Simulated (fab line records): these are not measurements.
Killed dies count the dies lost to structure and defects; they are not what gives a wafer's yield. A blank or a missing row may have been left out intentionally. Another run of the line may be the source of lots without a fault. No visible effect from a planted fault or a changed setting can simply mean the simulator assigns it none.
fab line records    flow sfq_line    part 1 of 2: steps 1 to 23 of 33
record lots=5  wafers=15  last_day=95
route steps=325 shown L0@13 L0V@16 M0@28 I0@43
lots untouched by any fault: they come from a run of this same line in which no faults occurred
start_h: start of the lot's first displayed wafer, in hours after the record's first day    wait_h: how many hours have passed since the lot's step before this one    " same as the row above    L1.1+2: a single row standing in for several wafers    - no value present, or no start provided    * or withheld: withheld    < > ~ a bound
route shown NAME@n: a module of which the file shows steps, and the number in the route of the first    usual: mean and standard deviation over wafers with no fault    same: alike in all rows    chamber/n: place in a boat    sites: per-site readings    _std_site: standard deviation of those values    _edge_site: inner sites' mean taken away from outer sites' mean    radius_mm: for every site, how far away it sits from the centre of the wafer    mask NAME#n: copy n    behind: the last tool/chamber to shape the wafer    hold: the reason the lot was held/the length of the hold in hours/how it ended    device: the transistor (n, p or np) that didn't switch    end of line: tests of these same wafers at the route's end    for a step that has no rows: nothing shown but its recipe    killed: dies lost to structure and defects at the first sort, not the wafer's yield    map: shows each die of a wafer: x if killed, . if not, _ if none is there
set.NAME: the setting the step ran with; set.NAME@STEP: the setting that earlier step ran with    model.NAME: the simulator's own value behind a step, which no gauge read
lots at selected steps of the route; one table per step, one row per wafer
services: a tool's chamber out of use, with start hour (start_h, from the record's first day; less than 0 if before it), hours out, and reason
## steps
# step SFQ_TRILAYER_L0_ETCH_METAL_ETCH_008
# recipe target=MoNx_KI  stop_on=SiO2  mask_material=PR  chemistry=SF6/O2  target_depth_nm=50  icp_w=600  bias_w=80  pressure_mtorr=10  time_s=25
# usual drypump_motor_current_A=5.7/0.43  oes_product_au=0.875/0.0064
lot.wafer  tool          chamber  start_h  wait_h  drypump_motor_current_A  oes_product_au  rf_hours_counter_h
L076.2     rie_metal-01  1        91.04    0.0     5.3                      0.863           82
L076.3     "             1        "        "       5.4                      0.866           -
L076.5     "             1        "        "       5.4                      0.872           -
L077.2     rie_metal-03  1        98.32    0.1     5.8                      0.870           -
L077.4     "             1        "        "       5.8                      0.886           -
L077.6     "             1        "        "       5.8                      0.879           -
L078.2     rie_metal-02  1        105.52   0.1     6.4                      0.886           -
L078.4     "             1        "        "       6.4                      0.880           -
L078.5     "             1        "        "       6.4                      0.879           -
L092.1     rie_metal-02  0        190.64   0.0     5.3                      0.883           12
L092.3     "             1        "        "       6.4                      0.882           -
L092.5     "             0        "        "       5.3                      0.889           -
L097.1     rie_metal-03  0        228.31   0.0     5.5                      0.870           14
L097.3     "             1        "        "       5.8                      0.880           -
L097.6     "             0        "        "       5.5                      0.865           -
# step SFQ_TRILAYER_L0_STRIP_STRIP_009
# recipe gas=O2  power_w=200  platen_temp_c=40  overash_fraction=0.65  chemistry=O2  pressure_mtorr=50
# usual drypump_motor_current_A=5.7/0.44  oes_product_au=1.004/0.0097
lot.wafer  tool          chamber  start_h  wait_h  drypump_motor_current_A  oes_product_au  rf_hours_counter_h
L076.2     rie_metal-01  1        91.09    0.0     5.4                      1.010           82
L076.3     "             1        "        "       5.4                      1.020           -
L076.5     "             1        "        "       5.3                      1.009           -
L077.2     rie_metal-03  1        98.59    0.3     5.8                      1.003           -
L077.4     "             1        "        "       5.8                      1.018           -
L077.6     "             1        "        "       5.8                      1.014           -
L078.2     rie_metal-02  1        105.79   0.3     6.5                      1.002           -
L078.4     "             1        "        "       6.4                      1.009           -
L078.5     "             1        "        "       6.4                      1.018           -
L092.1     rie_metal-02  0        190.69   0.0     5.3                      0.994           12
L092.3     "             1        "        "       6.4                      1.025           -
L092.5     "             0        "        "       5.3                      1.013           -
L097.1     rie_metal-03  0        228.36   0.0     5.5                      1.000           14
L097.3     "             1        "        "       5.8                      1.019           -
L097.6     "             0        "        "       5.5                      1.003           -
# step SFQ_TRILAYER_L0_STRIP_SOLV_CLEAN_010
# recipe chemistry=NMP  temp_c=70  time_s=600
lot.wafer   tool          chamber  start_h  wait_h
L076.2+3+5  wet_bench-03  5,4,6    91.69    0.4
L077.2+4+6  wet_bench-03  0,1,2    99.59    0.8
L078.2+4+5  wet_bench-04  4,1,2    106.79   0.8
L092.1+3+5  wet_bench-03  7,6,4    191.29   0.4
L097.1+3+6  wet_bench-03  7,4,6    228.96   0.4
# step SFQ_TRILAYER_L0_CAP_PECVD_011
# recipe material=SiO2  temp_c=150  time_s=13.333  pressure_torr=2.4  rf_w=183.3  precursor=SiH4/N2O  target_thk_nm=60
# usual heater_power_w=91/11  throttle_valve_pct=25.1/0.95
lot.wafer  tool      chamber  start_h  wait_h  heater_power_w  throttle_valve_pct
L076.2     pecvd-04  0        91.86    0.0     97              23.6
L076.3     "         2        "        "       84              24.4
L076.5     "         0        "        "       98              24.0
L077.2     pecvd-04  2        99.77    0.0     87              24.3
L077.4     "         2        "        "       87              24.8
L077.6     "         0        "        "       94              24.1
L078.2     pecvd-02  1        106.97   0.0     104             25.5
L078.4     "         2        "        "       116             26.6
L078.5     "         0        "        "       81              26.1
L092.1     pecvd-04  1        191.46   0.0     77              25.0
L092.3     "         1        "        "       77              24.8
L092.5     "         0        "        "       99              23.9
L097.1     pecvd-02  1        229.14   0.0     103             25.9
L097.3     "         0        "        "       75              26.1
L097.6     "         0        "        "       75              25.9
# step SFQ_TRILAYER_L0_VIA_LITHO_COAT_018
# recipe resist=BARC  spin_rpm=3000  resist_thk_nm=62
# usual chill_plate_temp_C=22.98/0.1  dispense_pressure_kPa=48.1/1.9
lot.wafer  tool            chamber  start_h  wait_h  chill_plate_temp_C  dispense_pressure_kPa
L076.2     litho_track-03  0        91.94    0.1     23.02               45.8
L076.3     "               0        "        "       23.03               45.8
L076.5     "               0        "        "       22.90               45.8
L077.2     litho_track-04  0        99.84    0.1     23.03               50.8
L077.4     "               0        "        "       23.01               50.8
L077.6     "               0        "        "       23.02               50.8
L078.2     litho_track-03  0        107.04   0.1     22.90               45.8
L078.4     "               0        "        "       23.06               45.8
L078.5     "               0        "        "       22.94               45.8
L092.1     litho_track-04  0        191.50   0.0     23.13               50.9
L092.3     "               0        "        "       22.98               50.8
L092.5     "               0        "        "       23.04               50.8
L097.1     litho_track-01  0        229.16   0.0     23.00               47.9
L097.3     "               0        "        "       22.97               47.9
L097.6     "               0        "        "       22.88               47.9
# step SFQ_TRILAYER_L0_VIA_LITHO_COAT_013
# recipe resist=KrF  spin_rpm=3000  resist_thk_nm=650
# usual chill_plate_temp_C=23.01/0.097  dispense_pressure_kPa=48.2/1.9
lot.wafer  tool            chamber  start_h  wait_h  chill_plate_temp_C  dispense_pressure_kPa
L076.2     litho_track-03  0        92.24    0.2     22.82               45.9
L076.3     "               0        "        "       23.01               45.8
L076.5     "               0        "        "       22.86               45.8
L077.2     litho_track-04  0        100.14   0.2     23.24               50.8
L077.4     "               0        "        "       22.98               50.8
L077.6     "               0        "        "       23.17               50.9
L078.2     litho_track-03  0        107.34   0.2     23.06               45.8
L078.4     "               0        "        "       23.02               45.8
L078.5     "               0        "        "       22.96               45.8
L092.1     litho_track-04  0        191.80   0.2     23.09               50.9
L092.3     "               0        "        "       22.98               50.8
L092.5     "               0        "        "       23.12               50.8
L097.1     litho_track-01  0        229.46   0.2     23.05               47.9
L097.3     "               0        "        "       23.03               47.9
L097.6     "               0        "        "       22.79               47.9
# step SFQ_TRILAYER_L0_VIA_LITHO_SOFTBAKE_017
# recipe temp_c=withheld  time_s=withheld  resist=KrF
# usual chill_plate_temp_C=*
lot.wafer  tool            chamber  start_h  wait_h  chill_plate_temp_C
L076.2     litho_track-03  0        92.51    0.2     *
L076.3     "               0        "        "       *
L076.5     "               0        "        "       *
L077.2     litho_track-04  0        100.42   0.2     *
L077.4     "               0        "        "       *
L077.6     "               0        "        "       *
L078.2     litho_track-03  0        107.62   0.2     *
L078.4     "               0        "        "       *
L078.5     "               0        "        "       *
L092.1     litho_track-04  0        192.10   0.2     *
L092.3     "               0        "        "       *
L092.5     "               0        "        "       *
L097.1     litho_track-01  0        229.76   0.2     *
L097.3     "               0        "        "       *
L097.6     "               0        "        "       *
# step SFQ_TRILAYER_L0_VIA_LITHO_EXPOSE_014
# recipe mask_id=L0V  na=0.6  source_shape=conventional  sigma_outer=0.65  target_cd_nm=700  dose_mj=21.3
# usual focus_offset_nm=-0.1/0.47
lot.wafer  tool            chamber  start_h  wait_h  mask   focus_offset_nm
L076.2     krf_scanner-02  0        174.88   -       L0V#0  -0.1
L076.3     "               0        "        "       L0V#0  -0.2
L076.5     "               0        "        "       L0V#0  0.8
L077.2     krf_scanner-02  0        185.68   -       L0V#0  -0.6
L077.4     "               0        "        "       L0V#0  -0.8
L077.6     "               0        "        "       L0V#0  -1.0
L078.2     krf_scanner-01  0        196.86   -       L0V#0  0.1
L078.4     "               0        "        "       L0V#0  -0.3
L078.5     "               0        "        "       L0V#0  0.2
L092.1     krf_scanner-01  0        286.76   -       L0V#0  -0.3
L092.3     "               0        "        "       L0V#0  -1.2
L092.5     "               0        "        "       L0V#0  -1.1
L097.1     krf_scanner-02  0        340.88   -       L0V#0  -0.6
L097.3     "               0        "        "       L0V#0  -0.7
L097.6     "               0        "        "       L0V#0  0.0
# step SFQ_TRILAYER_L0_VIA_LITHO_PEB_016
# recipe peb_temp_c=115  peb_time_s=60  resist=KrF
# usual chill_plate_temp_C=22.99/0.091
lot.wafer  tool            chamber  start_h  wait_h  chill_plate_temp_C
L076.2     litho_track-01  0        175.91   0.8     22.82
L076.3     "               0        "        "       22.97
L076.5     "               0        "        "       22.93
L077.2     litho_track-01  0        186.71   0.8     22.94
L077.4     "               0        "        "       22.96
L077.6     "               0        "        "       23.00
L078.2     litho_track-04  0        197.88   0.8     22.92
L078.4     "               0        "        "       22.93
L078.5     "               0        "        "       22.83
L092.1     litho_track-04  0        287.96   1.0     23.00
L092.3     "               0        "        "       22.97
L092.5     "               0        "        "       22.97
L097.1     litho_track-03  0        342.08   1.0     23.02
L097.3     "               0        "        "       23.06
L097.6     "               0        "        "       23.03
# step SFQ_TRILAYER_L0_VIA_LITHO_DEVELOP_015
# recipe time_s=60  resist=KrF
# usual chill_plate_temp_C=23.01/0.12
lot.wafer  tool            chamber  start_h  wait_h  chill_plate_temp_C
L076.2     litho_track-01  0        176.06   0.1     23.11
L076.3     "               0        "        "       23.05
L076.5     "               0        "        "       23.18
L077.2     litho_track-01  0        186.86   0.1     23.24
L077.4     "               0        "        "       23.04
L077.6     "               0        "        "       23.14
L078.2     litho_track-04  0        198.03   0.1     22.95
L078.4     "               0        "        "       23.10
L078.5     "               0        "        "       23.00
L092.1     litho_track-04  0        288.11   0.1     23.08
L092.3     "               0        "        "       23.10
L092.5     "               0        "        "       23.09
L097.1     litho_track-03  0        342.23   0.1     22.74
L097.3     "               0        "        "       22.84
L097.6     "               0        "        "       22.86
# step SFQ_L0V_OVL_MEAS_903
# usual L0V_OVL=1/5.3
lot.wafer  tool        chamber  start_h  wait_h  L0V_OVL[nm]
L076.2     overlay-02  -        176.19   0.1     -2
L076.3     "           -        "        "       4
L076.5     "           -        "        "       2
L077.2     overlay-01  -        186.99   0.1     -6
L077.4     "           -        "        "       -2
L077.6     "           -        "        "       -2
L078.2     overlay-02  -        198.16   0.1     3
L078.4     "           -        "        "       2
L078.5     "           -        "        "       3
L092.1     overlay-01  -        288.26   0.1     1
L092.3     "           -        "        "       11
L092.5     "           -        "        "       5
L097.1     overlay-02  -        342.38   0.1     6
L097.3     "           -        "        "       5
L097.6     "           -        "        "       3
# step SFQ_TRILAYER_L0_VIA_BARC_OPEN_VIA_ETCH_021
# recipe mask_material=PR  chemistry=O2  target_depth_nm=125  target=BARC  source_w=500  bias_w=80  pressure_mtorr=30  time_s=41.7
# usual drypump_motor_current_A=5.4/0.44  oes_product_au=0.685/0.0048
lot.wafer  tool         chamber  start_h  wait_h  drypump_motor_current_A  oes_product_au  rf_hours_counter_h
L076.2     rie_diel-01  0        176.22   0.0     5.6                      0.685           69
L076.3     "            2        "        "       6.3                      0.683           69
L076.5     "            2        "        "       6.3                      0.683           -
L077.2     rie_diel-01  1        187.02   0.0     5.3                      0.694           100
L077.4     "            0        "        "       5.6                      0.682           69
L077.6     "            3        "        "       5.6                      0.679           -
L078.2     rie_diel-01  3        198.19   0.0     5.6                      0.682           57
L078.4     "            2        "        "       6.3                      0.689           69
L078.5     "            0        "        "       5.6                      0.690           -
L092.1     rie_diel-04  1        288.29   0.0     5.9                      0.688           6
L092.3     "            0        "        "       5.0                      0.681           63
L092.5     "            0        "        "       5.0                      0.694           -
L097.1     rie_diel-04  3        342.42   0.0     5.4                      0.679           13
L097.3     "            1        "        "       5.9                      0.685           7
L097.6     "            3        "        "       5.4                      0.683           -
# step SFQ_TRILAYER_L0_VIA_ETCH_VIA_ETCH_016
# recipe target=SiO2  stop_on=MoNx_KI  mask_material=PR  chemistry=CHF3  target_depth_nm=80  source_w=500  bias_w=80  pressure_mtorr=30  time_s=withheld
# usual drypump_motor_current_A=5.4/0.44  oes_product_au=0.843/0.008
lot.wafer  tool         chamber  start_h  wait_h  drypump_motor_current_A  oes_product_au
L076.2     rie_diel-01  0        176.26   0.0     5.7                      0.839
L076.3     "            2        "        "       6.3                      0.825
L076.5     "            2        "        "       6.3                      0.846
L077.2     rie_diel-01  1        187.06   0.0     5.3                      0.831
L077.4     "            0        "        "       5.7                      0.845
L077.6     "            3        "        "       5.6                      0.852
L078.2     rie_diel-01  3        198.23   0.0     5.6                      0.831
L078.4     "            2        "        "       6.3                      0.846
L078.5     "            0        "        "       5.6                      0.842
L092.1     rie_diel-04  1        288.33   0.0     5.9                      0.840
L092.3     "            0        "        "       5.0                      0.859
L092.5     "            0        "        "       5.0                      0.853
L097.1     rie_diel-04  3        342.46   0.0     5.5                      0.839
L097.3     "            1        "        "       5.8                      0.843
L097.6     "            3        "        "       5.5                      0.842
# step SFQ_TRILAYER_L0_VIA_STRIP_STRIP_017
# recipe gas=O2  power_w=200  platen_temp_c=40  overash_fraction=0.65  chemistry=O2  pressure_mtorr=50
# usual drypump_motor_current_A=5.4/0.39  oes_product_au=1.005/0.01
lot.wafer  tool          chamber  start_h  wait_h  drypump_motor_current_A  oes_product_au  rf_hours_counter_h
L076.2     rie_metal-01  1        176.30   -       5.4                      1.016           96
L076.3     "             0        "        "       5.4                      0.991           -
L076.5     "             1        "        "       5.4                      1.014           -
L077.2     rie_metal-04  0        187.10   -       5.3                      1.003           132
L077.4     "             1        "        "       5.2                      0.998           -
L077.6     "             1        "        "       5.2                      1.001           -
L078.2     rie_metal-01  1        198.28   -       5.4                      1.023           99
L078.4     "             1        "        "       5.4                      1.006           -
L078.5     "             0        "        "       5.4                      0.991           -
L092.1     rie_metal-04  1        288.38   -       5.2                      0.990           166
L092.3     "             1        "        "       5.2                      1.005           -
L092.5     "             1        "        "       5.2                      0.998           -
L097.1     rie_metal-01  1        342.50   -       5.4                      1.031           120
L097.3     "             0        "        "       5.4                      0.993           -
L097.6     "             1        "        "       5.4                      1.031           -
# step SFQ_TRILAYER_L0_VIA_STRIP_SOLV_CLEAN_018
# recipe chemistry=NMP  temp_c=70  time_s=600
lot.wafer   tool          chamber  start_h  wait_h
L076.2+3+5  wet_bench-04  1,7,2    176.90   0.4
L077.2+4+6  wet_bench-02  4,2,5    187.70   0.4
L078.2+4+5  wet_bench-04  7,0,6    198.88   0.4
L092.1+3+5  wet_bench-02  1,6,5    288.98   0.4
L097.1+3+6  wet_bench-04  1,5,4    343.10   0.4
# step SFQ_TRILAYER_M0_DEP_PRE_CLEAN_020
# recipe gas=Ar  time_s=15  bias_v=250
lot.wafer   tool            chamber  start_h  wait_h
L076.2+3+5  pvd_sputter-04  -        177.08   0.0
L077.2+4+6  pvd_sputter-03  -        187.88   0.0
L078.2+4+5  pvd_sputter-04  -        199.05   0.0
L092.1+3+5  pvd_sputter-04  -        289.17   0.0
L097.1+3+6  pvd_sputter-06  -        343.28   0.0
# step SFQ_TRILAYER_M0_DEP_SPUTTER_019
# recipe material=Nb  base_pressure_pa=1.33e-06  chamber_pressure_pa=0.1333  substrate_temp_c=20  resputter_cathode_voltage_v=400  target_thk_nm=200  power_w=2000  time_s=133.3
# usual chamber_pressure_pa=0.13326/0.00028  throttle_valve_pct=30.2/0.92
lot.wafer  tool            chamber  start_h  wait_h  chamber_pressure_pa  throttle_valve_pct
L076.2     pvd_sputter-04  -        177.10   0.0     0.13359              30.4
L076.3     "               -        "        "       0.13351              29.3
L076.5     "               -        "        "       0.13303              30.0
L077.2     pvd_sputter-03  -        187.90   0.0     0.1336               31.0
L077.4     "               -        "        "       0.13288              29.8
L077.6     "               -        "        "       0.13334              29.9
L078.2     pvd_sputter-04  -        199.08   0.0     0.13308              29.7
L078.4     "               -        "        "       0.1331               29.4
L078.5     "               -        "        "       0.13365              30.7
L092.1     pvd_sputter-04  -        289.19   0.0     0.13322              29.1
L092.3     "               -        "        "       0.13313              30.8
L092.5     "               -        "        "       0.13341              29.1
L097.1     pvd_sputter-06  -        343.30   0.0     0.13345              30.2
L097.3     "               -        "        "       0.13324              30.8
L097.6     "               -        "        "       0.13351              32.8
# step SFQ_M0_RS_MEAS_904
# recipe thk_meas_gauge=four-point-probe  reads=Nb_of_TRILAYER_M0_DEP_SPUTTER_019
# usual M0_NB_RS=0.892/0.0097
lot.wafer  tool           chamber  start_h  wait_h  M0_NB_RS[ohm/sq]
L076.2     film_metro-04  -        177.22   0.1     0.862
L076.3     "              -        "        "       0.875
L076.5     "              -        "        "       0.868
L077.2     film_metro-04  -        188.02   0.1     0.892
L077.4     "              -        "        "       0.902
L077.6     "              -        "        "       0.898
L078.2     film_metro-01  -        199.19   0.1     0.882
L078.4     "              -        "        "       0.894
L078.5     "              -        "        "       0.888
L092.1     film_metro-01  -        289.28   0.0     0.897
L092.3     "              -        "        "       0.898
L092.5     "              -        "        "       0.905
L097.1     film_metro-01  -        343.39   0.0     0.900
L097.3     "              -        "        "       0.903
L097.6     "              -        "        "       0.896
# step SFQ_TRILAYER_M0_LITHO_COAT_026
# recipe resist=BARC  spin_rpm=3000  resist_thk_nm=62
# usual chill_plate_temp_C=23.00/0.11  dispense_pressure_kPa=49/3.2
lot.wafer  tool            chamber  start_h  wait_h  chill_plate_temp_C  dispense_pressure_kPa
L076.2     litho_track-02  0        177.43   0.1     23.15               54
L076.3     "               0        "        "       23.01               54
L076.5     "               0        "        "       22.99               54
L077.2     litho_track-03  0        188.23   0.1     23.09               46
L077.4     "               0        "        "       23.13               46
L077.6     "               0        "        "       22.99               46
L078.2     litho_track-02  0        199.40   0.1     22.97               54
L078.4     "               0        "        "       22.94               54
L078.5     "               0        "        "       23.16               54
L092.1     litho_track-03  0        289.46   0.1     22.96               46
L092.3     "               0        "        "       22.89               46
L092.5     "               0        "        "       22.99               46
L097.1     litho_track-02  0        343.57   0.1     22.97               54
L097.3     "               0        "        "       23.00               54
L097.6     "               0        "        "       22.96               54
# step SFQ_TRILAYER_M0_LITHO_COAT_021
# recipe resist=KrF  spin_rpm=3000  resist_thk_nm=600
# usual chill_plate_temp_C=23.00/0.1  dispense_pressure_kPa=49/3.2
lot.wafer  tool            chamber  start_h  wait_h  chill_plate_temp_C  dispense_pressure_kPa
L076.2     litho_track-02  0        177.73   0.2     23.00               54
L076.3     "               0        "        "       23.04               54
L076.5     "               0        "        "       22.95               54
L077.2     litho_track-03  0        188.53   0.2     23.18               46
L077.4     "               0        "        "       22.82               46
L077.6     "               0        "        "       23.01               46
L078.2     litho_track-02  0        199.70   0.2     23.12               54
L078.4     "               0        "        "       23.17               54
L078.5     "               0        "        "       23.07               54
L092.1     litho_track-03  0        289.76   0.2     22.94               46
L092.3     "               0        "        "       23.02               46
L092.5     "               0        "        "       23.04               46
L097.1     litho_track-02  0        343.87   0.2     23.13               54
L097.3     "               0        "        "       23.04               54
L097.6     "               0        "        "       23.13               54
# step SFQ_TRILAYER_M0_LITHO_SOFTBAKE_025
# recipe temp_c=withheld  time_s=withheld  resist=KrF
# usual chill_plate_temp_C=*
lot.wafer  tool            chamber  start_h  wait_h  chill_plate_temp_C
L076.2     litho_track-02  0        178.00   0.2     *
L076.3     "               0        "        "       *
L076.5     "               0        "        "       *
L077.2     litho_track-03  0        188.80   0.2     *
L077.4     "               0        "        "       *
L077.6     "               0        "        "       *
L078.2     litho_track-02  0        199.97   0.2     *
L078.4     "               0        "        "       *
L078.5     "               0        "        "       *
L092.1     litho_track-03  0        290.06   0.2     *
L092.3     "               0        "        "       *
L092.5     "               0        "        "       *
L097.1     litho_track-02  0        344.17   0.2     *
L097.3     "               0        "        "       *
L097.6     "               0        "        "       *
# step SFQ_TRILAYER_M0_LITHO_EXPOSE_022
# recipe mask_id=M0  na=0.6  source_shape=conventional  sigma_outer=0.65  target_cd_nm=500  dose_mj=14.4
# usual focus_offset_nm=-0.1/0.53
lot.wafer  tool            chamber  start_h  wait_h  mask  focus_offset_nm
L076.2     krf_scanner-01  0        273.76   -       M0#0  0.2
L076.3     "               0        "        "       M0#0  -0.1
L076.5     "               0        "        "       M0#0  -0.5
L077.2     krf_scanner-01  0        283.36   -       M0#0  -1.0
L077.4     "               0        "        "       M0#0  -0.3
L077.6     "               0        "        "       M0#0  -0.5
L078.2     krf_scanner-01  0        294.16   -       M0#0  -0.5
L078.4     "               0        "        "       M0#0  -0.6
L078.5     "               0        "        "       M0#0  0.1
L092.1     krf_scanner-01  0        422.42   -       M0#0  0.1
L092.3     "               0        "        "       M0#0  -0.5
L092.5     "               0        "        "       M0#0  0.4
L097.1     krf_scanner-02  0        484.07   -       M0#0  -0.1
L097.3     "               0        "        "       M0#0  0.2
L097.6     "               0        "        "       M0#0  -0.4
# step SFQ_TRILAYER_M0_LITHO_PEB_024
# recipe peb_temp_c=115  peb_time_s=60  resist=KrF
# usual chill_plate_temp_C=22.98/0.11
lot.wafer  tool            chamber  start_h  wait_h  chill_plate_temp_C
L076.2     litho_track-02  0        274.78   0.8     23.17
L076.3     "               0        "        "       22.79
L076.5     "               0        "        "       22.93
L077.2     litho_track-01  0        284.38   0.8     23.07
L077.4     "               0        "        "       23.06
L077.6     "               0        "        "       22.80
L078.2     litho_track-02  0        295.18   0.8     23.24
L078.4     "               0        "        "       23.04
L078.5     "               0        "        "       23.15
L092.1     litho_track-01  0        423.62   1.0     22.93
L092.3     "               0        "        "       23.09
L092.5     "               0        "        "       22.92
L097.1     litho_track-03  0        485.27   1.0     23.23
L097.3     "               0        "        "       23.20
L097.6     "               0        "        "       22.93
